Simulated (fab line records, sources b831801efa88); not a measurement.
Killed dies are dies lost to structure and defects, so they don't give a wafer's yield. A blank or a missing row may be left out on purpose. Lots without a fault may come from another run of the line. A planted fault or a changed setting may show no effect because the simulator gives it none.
Chamber matching | flow gf180mcu | GF_V1_CMP_04 on cmp-02: 4 sister chambers
The step polishes SiO2. 8 wafers are shown with their chamber, then 9 later ones without.

WAFERS WITH THEIR CHAMBER
wafer  | chamber | motor_current_A (A) | time_to_endpoint_s (s)
L157.4 | 3       | 13.7                | 82
L162.1 | 3       | 14.0                | 79
L162.6 | 2       | 13.0                | 87
L163.1 | 1       | 13.4                | 81
L163.5 | 2       | 13.2                | 91
L172.4 | 0       | 13.3                | 89
L172.5 | 1       | 13.1                | 83
L172.6 | 0       | 13.9                | 77

WAFERS WITHOUT THEIR CHAMBER
wafer  | motor_current_A (A) | time_to_endpoint_s (s)
L174.1 | 13.3                | 79
L174.2 | 14.0                | 76
L174.6 | 13.1                | 83
L175.2 | 14.2                | 76
L175.3 | 14.3                | 81
L175.4 | 13.5                | 84
L176.3 | 14.8                | 71
L176.4 | 12.6                | 79
L176.5 | 14.1                | 76

WHICH CHAMBER EACH WENT THROUGH
wafer  | from the rows above               | in truth
L174.1 | can't be placed: 1 or 0 or 3 or 2 | 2
L174.2 | can't be placed: 3 or 0 or 1      | 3
L174.6 | can't be placed: 1 or 2 or 0      | 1
L175.2 | can't be placed: 3 or 0           | 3
L175.3 | can't be placed: 3 or 0           | 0
L175.4 | can't be placed: 0 or 1 or 3 or 2 | 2
L176.3 | can't be placed: 3 or 0           | 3
L176.4 | can't be placed: 1 or 2 or 0      | 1
L176.5 | can't be placed: 3 or 0           | 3
Placed correctly: 0 of 9. Can't be placed from these rows: 9 (the true chamber is among the candidates in 9). Placed wrongly: 0.
How it was worked out, from the rows above alone: a wafer's distance from a chamber is the root of the sum, over the readings, of the square of ((its reading less the chamber's mean) divided by the reading's scatter). The wafer belongs to the nearest chamber; if the next one is less than 2 further off, it can't be placed. A chamber's mean is the mean of its shown wafers. The scatter: the root of (the sum of the squares of (reading less its chamber's mean) over the shown wafers, divided by (wafers less chambers)).
